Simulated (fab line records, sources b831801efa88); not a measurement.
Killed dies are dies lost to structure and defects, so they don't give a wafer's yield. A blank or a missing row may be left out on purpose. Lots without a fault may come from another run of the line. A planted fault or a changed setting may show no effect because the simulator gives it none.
fab line records | flow gf180mcu
record lots=5 wafers=15 last_day=33
route steps=602 shown M1@327 V1@335 M2@362
lots that met no fault: from a run of the same line without faults
start_h: hours from the record's first day to the start of the lot's first wafer shown | wait_h: hours since the lot's step before | " the same as in the row above | L1.1+2: a row that stands for several wafers | - no value, or no start given | * or withheld: withheld | < > ~ a bound
route shown NAME@n: a module of which the file shows steps, and the number in the route of the first | usual: mean/standard deviation of fault-free wafers | same: alike in all rows | chamber/n: place in a boat | sites: the reading at each site | _std_site: their standard deviation | _edge_site: outer sites' mean less inner sites' | radius_mm: how far each site lies from the wafer's centre | mask NAME#n: copy n | behind: the tool/chamber that last shaped the wafer | hold: why the lot was held/for how many hours/how that ended | device: the transistor (n, p or np) that didn't switch | end of line: the same wafers' tests at the end of the route | a step without rows: its recipe alone | killed: dies lost to structure and defects at the first sort, not the wafer's yield | map: a wafer's dies, x killed, . not, _ none there
set.NAME: the setting as run; set.NAME@STEP: as run at that earlier step | model.NAME: the simulator's own value behind a step, which no gauge read
lots at some steps of the route; a table a step, a row a wafer
services: from which hour (start_h, from the record's first day; less than 0 if before it) a tool's chamber was out of use, for how many hours, and why
## steps
# step GF_M1_PEB_12
# recipe peb_temp_c=135 peb_time_s=90 resist=KrF
# usual plate_temp_C=134.99/0.14
# columns lot.wafer tool chamber start_h wait_h plate_temp_C
L086.1 litho_track-02 0 - - 134.92
L086.2 " 0 " " 135.14
L086.4 " 0 " " 134.82
L089.2 litho_track-04 0 - - 135.22
L089.3 " 0 " " 134.99
L089.6 " 0 " " 135.07
L090.2 litho_track-02 0 - - 134.94
L090.3 " 0 " " 135.13
L090.5 " 0 " " 135.26
L091.1 litho_track-01 0 - - 134.97
L091.4 " 0 " " 135.03
L091.5 " 0 " " 135.05
L092.1 litho_track-04 0 - - 134.76
L092.3 " 0 " " 134.83
L092.4 " 0 " " 134.78
# step GF_M1_DEVELOP_13
# recipe develop_time_s=60 dev_temp_c=21
# columns lot.wafer tool chamber start_h wait_h
L086.1+2+4 litho_track-02 0 494.09 0.2
L089.2+3+6 litho_track-04 0 521.26 0.2
L090.2+3+5 litho_track-02 0 528.31 0.2
L091.1+4+5 litho_track-01 0 534.79 0.2
L092.1+3+4 litho_track-04 0 541.29 0.2
# step GF_M1_CD_MEAS_14
# recipe target_cd_nm=230
# usual cd_nm=229.8/1.1
# columns lot.wafer tool chamber start_h wait_h cd_nm
L086.1 cd_sem-01 - 494.24 0.1 228.2
L086.2 " - " " 229.1
L086.4 " - " " 229.7
L089.2 cd_sem-01 - 521.41 0.1 231.1
L089.3 " - " " 229.9
L089.6 " - " " 230.8
L090.2 cd_sem-01 - 528.46 0.1 230.2
L090.3 " - " " 229.3
L090.5 " - " " 231.0
L091.1 cd_sem-01 - 534.94 0.1 230.5
L091.4 " - " " 231.2
L091.5 " - " " 231.7
L092.1 cd_sem-02 - 541.44 0.1 229.6
L092.3 " - " " 230.3
L092.4 " - " " 229.8
# step GF_M1_OVL_MEAS_15
# usual M1_OVL=5/5
# columns lot.wafer tool chamber start_h wait_h M1_OVL[nm]
L086.1 overlay-02 - 494.36 0.1 5
L086.2 " - " " -5
L086.4 " - " " -1
L089.2 overlay-02 - 521.51 0.1 3
L089.3 " - " " 9
L089.6 " - " " 5
L090.2 overlay-02 - 528.56 0.1 5
L090.3 " - " " 3
L090.5 " - " " -1
L091.1 overlay-01 - 535.06 0.1 12
L091.4 " - " " 8
L091.5 " - " " 5
L092.1 overlay-01 - 541.56 0.1 4
L092.3 " - " " 3
L092.4 " - " " -1
# step GF_M1_METAL_ETCH_16
# recipe chemistry=Cl2/BCl3 mask_material=KrF target_depth_nm=750.8 stop_on=SiO2 pressure_mtorr=8 icp_w=800 bias_w=140 Cl2_flow_sccm=80 bcl3_flow_sccm=40 time_s=125.1
# usual bcl3_flow_sccm=40.00/0.12 drypump_motor_current_A=5.8/0.37 oes_product_au=0.989/0.005 throttle_valve_pct=28.230/0.0095
# columns lot.wafer tool chamber start_h wait_h bcl3_flow_sccm drypump_motor_current_A oes_product_au rf_hours_counter_h throttle_valve_pct
L086.1 rie_metal-01 0 494.39 0.0 40.28 5.9 0.992 2 28.229
L086.2 " 1 " " 40.28 5.7 0.995 9 28.231
L086.4 " 0 " " 40.14 5.9 0.995 - 28.216
L089.2 rie_metal-02 0 521.54 0.0 40.07 5.1 0.990 1 28.235
L089.3 " 0 " " 40.15 5.1 0.993 - 28.222
L089.6 " 1 " " 39.90 6.1 0.985 - 28.255
L090.2 rie_metal-02 0 528.59 0.0 40.20 5.1 0.992 1 28.230
L090.3 " 0 " " 39.99 5.1 1.002 - 28.203
L090.5 " 1 " " 40.02 6.1 0.992 - 28.226
L091.1 rie_metal-01 0 535.09 0.0 40.05 5.9 0.989 3 28.242
L091.4 " 1 " " 39.99 5.7 0.981 - 28.230
L091.5 " 1 " " 39.93 5.7 0.992 - 28.223
L092.1 rie_metal-01 0 541.59 0.0 39.92 5.9 0.995 4 28.212
L092.3 " 1 " " 39.95 5.7 0.988 - 28.243
L092.4 " 0 " " 39.90 5.9 0.991 - 28.213
# step GF_M1_STRIP_17
# recipe chemistry=O2/N2 power_w=1400 pressure_mtorr=1500 platen_temp_c=250 o2_flow_sccm=3000 n2_flow_sccm=300 overash_fraction=0.5
# usual drypump_motor_current_A=6.39/0.21 heater_power_w=353/24 oes_product_au=0.538/0.0051 strip_time_to_endpoint_s=7.40/0.045
# columns lot.wafer tool chamber start_h wait_h drypump_motor_current_A heater_power_w oes_product_au rf_hours_counter_h strip_time_to_endpoint_s
L086.1 plasma_asher-02 1 494.52 0.1 6.65 359 0.542 6 7.36
L086.2 " 0 " " 6.06 307 0.527 6 7.34
L086.4 " 1 " " 6.66 355 0.533 - 7.39
L089.2 plasma_asher-02 0 521.67 0.1 6.07 304 0.541 9 7.39
L089.3 " 0 " " 6.06 307 0.539 - 7.40
L089.6 " 1 " " 6.60 369 0.541 - 7.43
L090.2 plasma_asher-02 1 528.72 0.1 6.62 363 0.535 10 7.37
L090.3 " 0 " " 6.08 312 0.528 - 7.33
L090.5 " 0 " " 6.07 306 0.530 - 7.40
L091.1 plasma_asher-01 1 535.22 0.1 6.51 374 0.542 92 7.34
L091.4 " 0 " " 6.55 354 0.531 - 7.39
L091.5 " 0 " " 6.56 343 0.533 - 7.40
L092.1 plasma_asher-02 1 541.72 0.1 6.64 361 0.540 11 7.39
L092.3 " 1 " " 6.62 361 0.539 - 7.38
L092.4 " 0 " " 6.07 313 0.547 - 7.40
# step GF_M1_STRIP_18
# recipe chemistry=post_etch_residue_remover time_s=1200 temp_c=72.5
# usual bath_guard_temp_C=72.5/0.6
# columns lot.wafer tool chamber start_h wait_h bath_guard_temp_C
L086.1 wet_bench-03 1 494.62 0.1 72.6
L086.2 " 1 " " 73.1
L086.4 " 1 " " 72.9
L089.2 wet_bench-04 2 521.77 0.1 71.8
L089.3 " 2 " " 71.9
L089.6 " 2 " " 71.9
L090.2 wet_bench-02 0 528.82 0.1 72.8
L090.3 " 0 " " 72.5
L090.5 " 0 " " 72.6
L091.1 wet_bench-03 1 535.32 0.1 73.1
L091.4 " 1 " " 73.2
L091.5 " 1 " " 73.0
L092.1 wet_bench-04 2 541.82 0.1 71.6
L092.3 " 2 " " 72.0
L092.4 " 2 " " 71.7
# step GF_M1_CLEAN_19
# recipe chemistry=DIW dry=n2_spin
# columns lot.wafer tool chamber start_h wait_h
L086.1+2+4 wet_bench-04 3 494.96 0.0
L089.2+3+6 wet_bench-03 1 522.11 0.0
L090.2+3+5 wet_bench-04 0 529.16 0.0
L091.1+4+5 wet_bench-02 2 535.66 0.0
L092.1+3+4 wet_bench-03 3 542.16 0.0
# step GF_V1_CVD_00
# recipe material=SiO2 target_thk_nm=600 sigma_open_frac=0.3 temp_c=400 time_s=100 sih4_flow_sccm=60 pressure_mtorr=6
# columns lot.wafer tool chamber start_h wait_h
L086.1+2+4 hdpcvd-01 0,1,2 495.06 0.0
L089.2+3+6 hdpcvd-01 2,1,1 522.21 0.0
L090.2+3+5 hdpcvd-02 1,0,1 529.25 0.0
L091.1+4+5 hdpcvd-02 1,1,2 535.76 0.0
L092.1+3+4 hdpcvd-02 0,2,0 542.26 0.0
# step GF_V1_THK_MEAS_01
# recipe reads=SiO2_of_V1_CVD_00
# usual V1_CVD_00_THK=598/5.1
# columns lot.wafer tool chamber start_h wait_h V1_CVD_00_THK[nm]
L086.1 film_metro-01 - 495.14 0.0 603
L086.2 " - " " 603
L086.4 " - " " 607
L089.2 film_metro-03 - 522.32 0.1 596
L089.3 " - " " 601
L089.6 " - " " 601
L090.2 film_metro-03 - 529.34 0.0 601
L090.3 " - " " 600
L090.5 " - " " 594
L091.1 film_metro-02 - 535.84 0.0 597
L091.4 " - " " 599
L091.5 " - " " 603
L092.1 film_metro-03 - 542.33 0.0 595
L092.3 " - " " 595
L092.4 " - " " 594
# step GF_V1_CVD_02
# recipe material=SiO2 target_thk_nm=850 precursor=TEOS temp_c=400 time_s=94.851 rf_w=600
# usual heater_power_w=650/86
# columns lot.wafer tool chamber start_h wait_h heater_power_w since_wet_clean_h
L086.1 pecvd-02 0 495.20 0.1 754 529
L086.2 " 1 " " 729 529
L086.4 " 0 " " 803 -
L089.2 pecvd-02 2 522.37 0.0 552 556
L089.3 " 0 " " 821 556
L089.6 " 2 " " 617 -
L090.2 pecvd-03 2 529.39 0.0 723 771
L090.3 " 1 " " 648 771
L090.5 " 2 " " 566 -
L091.1 pecvd-02 1 535.90 0.1 723 570
L091.4 " 0 " " 627 -
L091.5 " 1 " " 727 -
L092.1 pecvd-02 2 542.39 0.1 593 576
L092.3 " 1 " " 686 576
L092.4 " 1 " " 725 -
# step GF_V1_THK_MEAS_03
# recipe reads=SiO2_of_V1_CVD_02
# usual V1_CVD_02_THK=849/9.4
# columns lot.wafer tool chamber start_h wait_h V1_CVD_02_THK[nm]
L086.1 film_metro-02 - 495.26 0.0 842
L086.2 " - " " 849
L086.4 " - " " 869
L089.2 film_metro-02 - 522.45 0.0 835
L089.3 " - " " 838
L089.6 " - " " 854
L090.2 film_metro-02 - 529.47 0.0 853
L090.3 " - " " 845
L090.5 " - " " 863
L091.1 film_metro-02 - 535.96 0.0 840
L091.4 " - " " 866
L091.5 " - " " 855
L092.1 film_metro-03 - 542.46 0.0 838
L092.3 " - " " 852
L092.4 " - " " 843
# step GF_V1_CMP_04
# recipe material=SiO2 down_force_psi=4 platen_rpm=60 pad_velocity_m_s=0.94248
# usual motor_current_A=12.4/1.5 time_to_endpoint_s=82/4.7
# columns lot.wafer tool chamber start_h wait_h motor_current_A time_to_endpoint_s
L086.1 cmp-02 1 495.32 0.1 9.6 80
L086.2 " 3 " " 11.7 83
L086.4 " 0 " " 14.5 91
L089.3 cmp-02 1 522.50 0.0 9.9 79
L089.2 " 2 " " 14.4 79
L089.6 " 1 " " 11.0 84
L090.2 cmp-01 3 529.62 0.1 12.5 83
L090.3 " 0 " " 10.9 82
L090.5 " 1 " " 13.0 88
L091.1 cmp-01 2 536.02 0.1 13.2 77
L091.4 " 0 " " 10.5 86
L091.5 " 2 " " 12.9 84
L092.4 cmp-02 3 542.52 0.0 12.7 76
L092.1 " 0 " " 14.2 73
L092.3 " 1 " " 10.3 82
# step GF_V1_BOW_MEAS_05
# recipe mode=bow
# usual V1_BOW=83/8.1
# columns lot.wafer tool chamber start_h wait_h V1_BOW[um]
L086.1 film_metro-02 - 495.62 0.2 77
L086.2 " - " " 94
L086.4 " - " " 87
L089.2 film_metro-01 - 522.82 0.2 87
L089.3 " - " " 91
L089.6 " - " " 87
L090.2 film_metro-02 - 529.84 0.2 86
L090.3 " - " " 80
L090.5 " - " " 90
L091.1 film_metro-03 - 536.32 0.2 74
L091.4 " - " " 85
L091.5 " - " " 87
L092.1 film_metro-03 - 542.82 0.2 86
L092.3 " - " " 79
L092.4 " - " " 73
# step GF_V1_DEHYDRATE_06
# recipe temp_c=200 time_s=60
# usual plate_temp_C=200.00/0.17
# columns lot.wafer tool chamber start_h wait_h plate_temp_C
L086.1 litho_track-03 0 507.30 11.7 199.95
L086.2 " 0 " " 200.04
L086.4 " 0 " " 200.06
L089.2 litho_track-04 0 533.66 10.8 200.11
L089.3 " 0 " " 199.91
L089.6 " 0 " " 199.96
L090.2 litho_track-03 0 540.27 10.4 200.18
L090.3 " 0 " " 199.83
L090.5 " 0 " " 199.69
L091.1 litho_track-03 0 546.65 10.3 200.10
L091.4 " 0 " " 199.88
L091.5 " 0 " " 199.86
L092.1 litho_track-03 0 553.70 10.9 200.42
L092.3 " 0 " " 199.93
L092.4 " 0 " " 200.01
# step GF_V1_HMDS_07
# recipe prime_time_s=60 prime_temp_c=120
# columns lot.wafer tool chamber start_h wait_h
L086.1+2+4 litho_track-03 0 507.45 0.1
L089.2+3+6 litho_track-04 0 533.81 0.1
L090.2+3+5 litho_track-03 0 540.42 0.1
L091.1+4+5 litho_track-03 0 546.80 0.1
L092.1+3+4 litho_track-03 0 553.85 0.1
# step GF_V1_COAT_08
# recipe resist=BARC temp_c=withheld time_s=withheld spin_rpm=withheld resist_thk_nm=withheld
# columns lot.wafer tool chamber start_h wait_h
L086.1+2+4 litho_track-03 0 507.60 0.1
L089.2+3+6 litho_track-04 0 533.96 0.1
L090.2+3+5 litho_track-03 0 540.57 0.1
L091.1+4+5 litho_track-03 0 546.95 0.1
L092.1+3+4 litho_track-03 0 554.00 0.1
# step GF_V1_COAT_09
# recipe resist=KrF spin_rpm=withheld resist_thk_nm=1000
# columns lot.wafer tool chamber start_h wait_h
L086.1+2+4 litho_track-03 0 - -
L089.2+3+6 litho_track-04 0 - -
L090.2+3+5 litho_track-03 0 - -
L091.1+4+5 litho_track-03 0 - -
L092.1+3+4 litho_track-03 0 - -
# step GF_V1_SOFTBAKE_10
# recipe temp_c=130 time_s=60 resist=KrF
# usual plate_temp_C=129.96/0.14
# columns lot.wafer tool chamber start_h wait_h plate_temp_C
L086.1 litho_track-03 0 - - 130.11
L086.2 " 0 " " 129.87
L086.4 " 0 " " 130.08
L089.2 litho_track-04 0 - - 130.07
L089.3 " 0 " " 130.04
L089.6 " 0 " " 129.81
L090.2 litho_track-03 0 - - 129.96
L090.3 " 0 " " 130.16
L090.5 " 0 " " 130.32
L091.1 litho_track-03 0 - - 129.90
L091.4 " 0 " " 129.88
L091.5 " 0 " " 129.85
L092.1 litho_track-03 0 - - 129.96
L092.3 " 0 " " 129.92
L092.4 " 0 " " 129.85
# step GF_V1_EXPOSE_11
# recipe mask_id=Via1 target_cd_nm=260 na=0.68 source_shape=conventional sigma_outer=0.6 dose_mj=38
# columns lot.wafer tool chamber start_h wait_h mask
L086.1+2+4 krf_scanner-02 0 - - Via1#0
L089.2+3+6 krf_scanner-01 0 - - Via1#0
L090.2+3+5 krf_scanner-02 0 - - Via1#0
L091.1+4+5 krf_scanner-02 0 - - Via1#0
L092.1+3+4 krf_scanner-01 0 - - Via1#0
# step GF_V1_PEB_12
# recipe peb_temp_c=135 peb_time_s=90 resist=KrF
# usual plate_temp_C=134.99/0.14
# columns lot.wafer tool chamber start_h wait_h plate_temp_C
L086.1 litho_track-04 0 - - 135.27
L086.2 " 0 " " 135.11
L086.4 " 0 " " 135.12
L089.2 litho_track-01 0 - - 135.11
L089.3 " 0 " " 134.95
L089.6 " 0 " " 135.19
L090.2 litho_track-04 0 - - 135.25
L090.3 " 0 " " 135.15
L090.5 " 0 " " 135.04
L091.1 litho_track-01 0 - - 135.04
L091.4 " 0 " " 134.88
L091.5 " 0 " " 134.85
L092.1 litho_track-04 0 - - 134.86
L092.3 " 0 " " 134.98
L092.4 " 0 " " 135.08
# step GF_V1_DEVELOP_13
# recipe develop_time_s=60 resist=KrF dev_temp_c=21
# columns lot.wafer tool chamber start_h wait_h
L086.1+2+4 litho_track-04 0 518.74 0.2
L089.2+3+6 litho_track-01 0 544.96 0.2
L090.2+3+5 litho_track-04 0 552.66 0.2
L091.1+4+5 litho_track-01 0 558.24 0.2
L092.1+3+4 litho_track-04 0 564.84 0.2
# step GF_V1_CD_MEAS_14
# recipe target_cd_nm=260
# usual cd_nm=260.2/1.2
# columns lot.wafer tool chamber start_h wait_h cd_nm
L086.1 cd_sem-02 - 518.89 0.1 260.8
L086.2 " - " " 260.5
L086.4 " - " " 261.2
L089.2 cd_sem-01 - 545.11 0.1 260.7
L089.3 " - " " 259.4
L089.6 " - " " 261.1
L090.2 cd_sem-01 - 552.81 0.1 262.2
L090.3 " - " " 261.1
L090.5 " - " " 261.9
L091.1 cd_sem-02 - 558.39 0.1 260.9
L091.4 " - " " 259.8
L091.5 " - " " 259.8
L092.1 cd_sem-02 - 564.99 0.1 257.5
L092.3 " - " " 258.1
L092.4 " - " " 257.7
# step GF_V1_OVL_MEAS_15
# usual V1_OVL=-3/5.3
# columns lot.wafer tool chamber start_h wait_h V1_OVL[nm]
L086.1 overlay-01 - 519.01 0.1 -1
L086.2 " - " " -2
L086.4 " - " " 1
L089.2 overlay-01 - 545.21 0.1 -4
L089.3 " - " " 0
L089.6 " - " " -1
L090.2 overlay-02 - 552.91 0.1 -9
L090.3 " - " " 0
L090.5 " - " " -5
L091.1 overlay-01 - 558.51 0.1 -8
L091.4 " - " " -7
L091.5 " - " " -12
L092.1 overlay-02 - 565.11 0.1 3
L092.3 " - " " -3
L092.4 " - " " 5
# step GF_V1_ETCH_16
# recipe chemistry=N2/H2 target_depth_a=withheld overetch_a=withheld time_s=withheld target=BARC ion_energy_ev=200 source_w=500 bias_w=100 pressure_mtorr=30 n2_flow_sccm=100 h2_flow_sccm=200
# usual drypump_motor_current_A=5.9/0.43 oes_product_au=0.856/0.0056 throttle_valve_pct=13.225/0.0087
# columns lot.wafer tool chamber start_h wait_h drypump_motor_current_A oes_product_au throttle_valve_pct
L086.1 rie_diel-01 0 519.04 0.0 6.1 0.860 13.219
L086.2 " 2 " " 5.6 0.862 13.228
L086.4 " 1 " " 5.9 0.854 13.236
L089.2 rie_diel-03 3 545.24 0.0 5.8 0.852 13.230
L089.3 " 2 " " 5.5 0.855 13.239
L089.6 " 2 " " 5.5 0.866 13.213
L090.2 rie_diel-02 2 552.94 0.0 6.8 0.866 13.220
L090.3 " 3 " " 5.0 0.867 13.215
L090.5 " 1 " " 6.4 0.856 13.226
L091.1 rie_diel-01 1 558.54 0.0 5.9 0.855 13.238
L091.4 " 3 " " 6.3 0.860 13.209
L091.5 " 3 " " 6.3 0.863 13.239
L092.1 rie_diel-01 1 565.14 0.0 5.9 0.861 13.229
L092.3 " 2 " " 5.6 0.860 13.235
L092.4 " 0 " " 6.1 0.861 13.222
# step GF_V1_ETCH_17
# recipe chemistry=C4F8/O2/Ar mask_material=KrF target=SiO2 stop_on=TiN source_w=1500 bias_w=1200 pressure_mtorr=40 c4f8_flow_sccm=withheld O2_flow_sccm=6 Ar_flow_sccm=300 time_s=withheld target_depth_a=6300
# usual oes_product_au=0.856/0.0046
# columns lot.wafer tool chamber start_h wait_h oes_product_au
L086.1 rie_diel-01 0 - - 0.857
L086.2 " 2 " " 0.849
L086.4 " 1 " " 0.859
L089.2 rie_diel-03 3 - - 0.857
L089.3 " 2 " " 0.854
L089.6 " 2 " " 0.864
L090.2 rie_diel-02 2 - - 0.853
L090.3 " 3 " " 0.854
L090.5 " 1 " " 0.860
L091.1 rie_diel-01 1 - - 0.857
L091.4 " 3 " " 0.858
L091.5 " 3 " " 0.853
L092.1 rie_diel-01 1 - - 0.864
L092.3 " 2 " " 0.863
L092.4 " 0 " " 0.858
# step GF_V1_STRIP_18
# recipe chemistry=O2/N2 power_w=1400 pressure_mtorr=1500 platen_temp_c=250 o2_flow_sccm=3000 n2_flow_sccm=300 overash_fraction=0.5
# usual drypump_motor_current_A=6.40/0.24 heater_power_w=350/26 oes_product_au=0.593/0.0049
# columns lot.wafer tool chamber start_h wait_h drypump_motor_current_A heater_power_w oes_product_au rf_hours_counter_h
L086.1 plasma_asher-01 1 519.17 - 6.51 376 0.591 90
L086.2 " 0 " " 6.54 351 0.586 90
L086.4 " 1 " " 6.51 365 0.593 -
L089.2 plasma_asher-01 0 545.37 - 6.57 359 0.593 93
L089.3 " 0 " " 6.59 358 0.597 -
L089.6 " 1 " " 6.52 374 0.594 -
L090.2 plasma_asher-01 1 553.07 - 6.50 367 0.595 94
L090.3 " 1 " " 6.54 374 0.603 -
L090.5 " 0 " " 6.54 349 0.590 -
L091.1 plasma_asher-01 1 558.67 - 6.50 378 0.594 94
L091.4 " 1 " " 6.52 371 0.598 -
L091.5 " 1 " " 6.52 369 0.586 -
L092.1 plasma_asher-01 1 565.27 - 6.50 380 0.594 95
L092.3 " 1 " " 6.52 369 0.593 -
L092.4 " 0 " " 6.57 362 0.591 -
# step GF_V1_STRIP_19
# recipe chemistry=post_etch_residue_remover time_s=1200 temp_c=72.5
# usual bath_guard_temp_C=72.3/0.7
# columns lot.wafer tool chamber start_h wait_h bath_guard_temp_C
L086.1 wet_bench-04 3 519.27 0.1 71.2
L086.2 " 3 " " 71.1
L086.4 " 3 " " 71.4
L089.2 wet_bench-04 3 545.47 0.1 71.7
L089.3 " 3 " " 71.4
L089.6 " 3 " " 71.3
L090.2 wet_bench-01 2 553.17 0.1 73.2
L090.3 " 2 " " 73.2
L090.5 " 2 " " 73.1
L091.1 wet_bench-02 2 558.77 0.1 71.7
L091.4 " 2 " " 71.7
L091.5 " 2 " " 71.6
L092.1 wet_bench-04 1 565.37 0.1 72.2
L092.3 " 1 " " 72.7
L092.4 " 1 " " 72.3
# step GF_V1_CLEAN_20
# recipe chemistry=DIW dry=n2_spin
# columns lot.wafer tool chamber start_h wait_h
L086.1+2+4 wet_bench-01 3 519.61 0.0
L089.2+3+6 wet_bench-01 0 545.84 0.0
L090.2+3+5 wet_bench-04 0 553.54 0.0
L091.1+4+5 wet_bench-04 1 559.11 0.0
L092.1+3+4 wet_bench-01 0 565.71 0.0
# step GF_V1_SPUTTER_21
# recipe material=Ti target_thk_nm=15 chamber_pressure_pa=5 power_w=2500 substrate_temp_c=200 time_s=80.02
# usual cathode_dc_power_W=2500.0/0.52 substrate_temp_c=199.98/0.15 throttle_valve_pct=30.2/1
# columns lot.wafer tool chamber start_h wait_h cathode_dc_power_W substrate_temp_c throttle_valve_pct
L086.1 pvd_sputter-03 - 519.71 0.0 2500.1 199.98 29.8
L086.2 " - " " 2499.2 199.88 30.1
L086.4 " - " " 2500.1 199.59 31.6
L089.2 pvd_sputter-04 - 545.94 0.0 2498.7 199.83 31.5
L089.3 " - " " 2499.5 200.15 29.2
L089.6 " - " " 2499.7 200.18 29.4
L090.2 pvd_sputter-04 - 553.64 0.0 2500.6 199.90 31.4
L090.3 " - " " 2499.2 200.01 29.3
L090.5 " - " " 2500.4 200.14 29.4
L091.1 pvd_sputter-02 - 559.20 0.0 2500.6 200.11 29.3
L091.4 " - " " 2499.5 200.20 28.8
L091.5 " - " " 2500.6 200.10 29.0
L092.1 pvd_sputter-02 - 565.81 0.0 2500.2 199.94 29.2
L092.3 " - " " 2500.1 199.80 30.2
L092.4 " - " " 2499.5 200.19 28.8
# step GF_V1_SPUTTER_22
# recipe material=TiN target_thk_nm=10 chamber_pressure_pa=5 power_w=4000 time_s=40
# usual cathode_dc_power_W=4000.1/0.71 throttle_valve_pct=30.2/1
# columns lot.wafer tool chamber start_h wait_h cathode_dc_power_W throttle_valve_pct
L086.1 pvd_sputter-03 - 519.78 0.0 3999.8 29.7
L086.2 " - " " 3999.7 30.5
L086.4 " - " " 3999.8 31.5
L089.2 pvd_sputter-04 - 546.00 0.0 4000.2 31.4
L089.3 " - " " 4000.5 29.3
L089.6 " - " " 4000.8 29.0
L090.2 pvd_sputter-04 - 553.70 0.0 4000.3 31.5
L090.3 " - " " 3999.9 29.4
L090.5 " - " " 3999.1 29.2
L091.1 pvd_sputter-02 - 559.27 0.0 4000.3 29.3
L091.4 " - " " 3999.9 28.8
L091.5 " - " " 4000.9 28.8
L092.1 pvd_sputter-02 - 565.87 0.0 4000.0 29.8
L092.3 " - " " 4000.7 30.1
L092.4 " - " " 3999.4 28.9
# step GF_V1_CVD_23
# recipe material=W target_thk_nm=350 time_s=105.05 temp_c=400 pressure_torr=40
# usual heater_power_w=890/25
# columns lot.wafer tool chamber start_h wait_h heater_power_w since_wet_clean_h
L086.1 cvd_w-01 0 519.81 0.0 874 616
L086.2 " 1 " " 910 616
L086.4 " 0 " " 886 -
L089.2 cvd_w-02 0 546.04 0.0 855 142
L089.3 " 1 " " 922 -
L089.6 " 1 " " 925 -
L090.2 cvd_w-02 0 553.74 0.0 852 150
L090.3 " 0 " " 877 -
L090.5 " 0 " " 892 -
L091.1 cvd_w-01 0 559.30 0.0 871 655
L091.4 " 0 " " 867 -
L091.5 " 1 " " 904 -
L092.1 cvd_w-02 1 565.91 0.0 926 162
L092.3 " 0 " " 875 -
L092.4 " 1 " " 923 -
# step GF_V1_RS_MEAS_24
# recipe thk_meas_gauge=four-point-probe reads=W_of_V1_CVD_23+TiN_of_V1_SPUTTER_22+Ti_of_V1_SPUTTER_21
# usual V1_W_RS=0.326/0.0035
# columns lot.wafer tool chamber start_h wait_h V1_W_RS[ohm/sq]
L086.1 film_metro-01 - 519.93 0.1 0.323
L086.2 " - " " 0.329
L086.4 " - " " 0.325
L089.2 film_metro-01 - 546.17 0.1 0.329
L089.3 " - " " 0.325
L089.6 " - " " 0.328
L090.2 film_metro-01 - 553.87 0.1 0.325
L090.3 " - " " 0.329
L090.5 " - " " 0.326
L091.1 film_metro-01 - 559.42 0.1 0.321
L091.4 " - " " 0.325
L091.5 " - " " 0.330
L092.1 film_metro-03 - 566.02 0.1 0.323
L092.3 " - " " 0.330
L092.4 " - " " 0.325
# step GF_V1_THK_MEAS_25
# recipe thk_meas_gauge=xrf reads=W_of_V1_CVD_23
# usual V1_W_THK=359/4.9
# columns lot.wafer tool chamber start_h wait_h V1_W_THK[nm]
L086.1 film_metro-01 - 520.05 0.1 360
L086.2 " - " " 355
L086.4 " - " " 359
L089.2 film_metro-01 - 546.28 0.1 358
L089.3 " - " " 360
L089.6 " - " " 361
L090.2 film_metro-01 - 553.98 0.1 361
L090.3 " - " " 359
L090.5 " - " " 362
L091.1 film_metro-01 - 559.54 0.1 366
L091.4 " - " " 362
L091.5 " - " " 356
L092.1 film_metro-03 - 566.14 0.1 364
L092.3 " - " " 355
L092.4 " - " " 362
# step GF_V1_CMP_26
# recipe stop_on=SiO2 down_force_psi=3.5 platen_rpm=60 t_overpolish_s=15 target_thk_nm=0 pad_velocity_m_s=0.94248
# usual motor_current_A=11.3/1.5 overpolish_run_s=15.000/0.0085 time_to_endpoint_s=86/3.3
# columns lot.wafer tool chamber start_h wait_h motor_current_A overpolish_run_s time_to_endpoint_s
L086.2 cmp-02 0 520.16 0.1 13.3 15.005 91
L086.1 " 1 " " 8.9 15.001 93
L086.4 " 2 " " 14.0 15.012 93
L089.3 cmp-02 0 546.33 0.0 12.1 15.010 91
L089.2 " 3 " " 11.3 15.004 90
L089.6 " 0 " " 12.9 14.984 90
L090.2 cmp-01 0 554.03 0.0 9.3 15.000 85
L090.3 " 1 " " 11.1 14.994 86
L090.5 " 1 " " 11.3 15.003 85
L091.1 cmp-01 3 559.70 0.1 11.3 15.002 86
L091.4 " 0 " " 9.4 14.997 84
L091.5 " 1 " " 11.4 15.023 79
L092.4 cmp-02 0 566.42 0.2 12.8 14.997 84
L092.3 " 1 " " 9.9 14.989 88
L092.1 " 3 " " 10.7 14.996 84
# step GF_M2_SPUTTER_00
# recipe material=Ti target_thk_nm=37.5 arriving_ion_energy_ev=80 substrate_temp_c=200 chamber_pressure_pa=2 power_w=4000 time_s=150
# usual cathode_dc_power_W=4000.0/0.73 substrate_temp_c=200.02/0.15 throttle_valve_pct=29.7/0.85
# columns lot.wafer tool chamber start_h wait_h cathode_dc_power_W substrate_temp_c throttle_valve_pct
L086.1 pvd_sputter-02 - 520.41 0.1 3999.3 200.15 29.8
L086.2 " - " " 3999.8 200.10 28.8
L086.4 " - " " 4000.5 200.13 29.9
L089.2 pvd_sputter-01 - 546.63 0.1 3999.9 200.03 29.6
L089.3 " - " " 3999.6 200.00 29.4
L089.6 " - " " 4000.8 200.05 28.7
L090.2 pvd_sputter-01 - 554.33 0.2 4000.2 199.85 30.4
L090.3 " - " " 3999.0 200.09 29.5
L090.5 " - " " 4000.2 200.15 28.5
L091.1 pvd_sputter-01 - 559.90 0.1 3999.2 199.96 30.5
L091.4 " - " " 3998.8 199.84 29.8
L091.5 " - " " 3999.6 199.75 29.1
L092.1 pvd_sputter-04 - 566.72 0.1 3999.9 200.02 31.2
L092.3 " - " " 3999.2 200.25 29.5
L092.4 " - " " 3999.2 200.29 29.3
## services
# columns tool chamber start_h hours kind
hdpcvd-01 - 474.47 1.1 repair
cmp-02 - 483.38 0.8 repair
pvd_sputter-04 - 485.20 1.0 repair
krf_scanner-01 - 485.25 0.8 pm
rie_diel-02 2 488.14 8.9 repair
rie_metal-02 1 488.56 1.3 repair
pvd_sputter-03 - 489.49 5.9 repair
rie_diel-02 3 495.74 12.8 repair
pvd_sputter-01 - 496.08 0.5 repair
rie_diel-03 - 508.93 28.1 pm
hdpcvd-01 0 509.86 17.0 repair
cvd_w-02 - 516.96 15.6 repair
cmp-01 - 519.85 3.6 repair
krf_scanner-02 - 520.46 0.1 repair
hdpcvd-01 - 522.71 0.8 pm
rie_diel-01 3 526.99 4.4 repair
rie_metal-01 0 531.31 1.6 repair
krf_scanner-02 - 544.49 1.3 pm
pvd_sputter-04 - 546.24 2.9 repair
cmp-01 - 547.77 2.0 repair
rie_metal-01 0 551.84 18.2 repair
rie_metal-01 1 552.07 8.6 repair
cmp-02 - 558.68 3.9 repair
cmp-01 - 562.79 9.6 pm
## key
fault none
